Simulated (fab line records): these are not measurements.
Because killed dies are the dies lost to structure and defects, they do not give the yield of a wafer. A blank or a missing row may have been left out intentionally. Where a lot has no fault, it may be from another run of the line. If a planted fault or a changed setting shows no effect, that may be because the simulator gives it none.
Chamber matching    flow gf180mcu    GF_V3_CVD_02 on pecvd-01 has 3 sister chambers
The step deposits SiO2 from TEOS, target thk 850 nm, time 94.851 s. 6 wafers are shown with their chamber, then 9 later ones without.

== WAFERS PAIRED WITH THEIR CHAMBERS ==
wafer   chamber  heater-power-w (W)
L941.3  1        554
L941.4  2        603
L941.5  0        634
L949.3  1        626
L949.4  2        663
L949.5  0        640

== WAFERS MISSING THEIR CHAMBER ==
wafer   heater-power-w (W)
L950.1  604
L950.4  623
L950.5  641
L951.3  572
L951.5  628
L951.6  627
L952.2  654
L952.5  593
L952.6  663

== CHAMBER TAKEN BY EACH ==
wafer   from the rows above           in truth
L950.1  can't be placed: 1 or 2 or 0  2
L950.4  can't be placed: 2 or 0 or 1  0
L950.5  can't be placed: 0 or 2 or 1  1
L951.3  can't be placed: 1 or 2 or 0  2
L951.5  can't be placed: 2 or 0 or 1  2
L951.6  can't be placed: 2 or 0 or 1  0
L952.2  can't be placed: 0 or 2 or 1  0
L952.5  can't be placed: 1 or 2 or 0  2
L952.6  can't be placed: 0 or 2 or 1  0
Correctly placed: 0 of 9. Cannot be placed on the basis of these rows: 9; the candidates contain the true chamber in 9. 0 placed wrongly.
How it was worked out, from the rows above alone: a wafer's distance from a chamber is the root of the sum, over the readings, of the square of ((its reading less the chamber's mean) divided by the reading's scatter). If the next closest chamber is less than 2 further off than the closest, the wafer can't be placed; otherwise it belongs to the closest. The mean given for a chamber averages the wafers shown for that chamber. How the scatter is found: for the shown wafers, subtract from each reading the mean of its chamber, square and add these, divide the total by (wafers less chambers), then take the root.
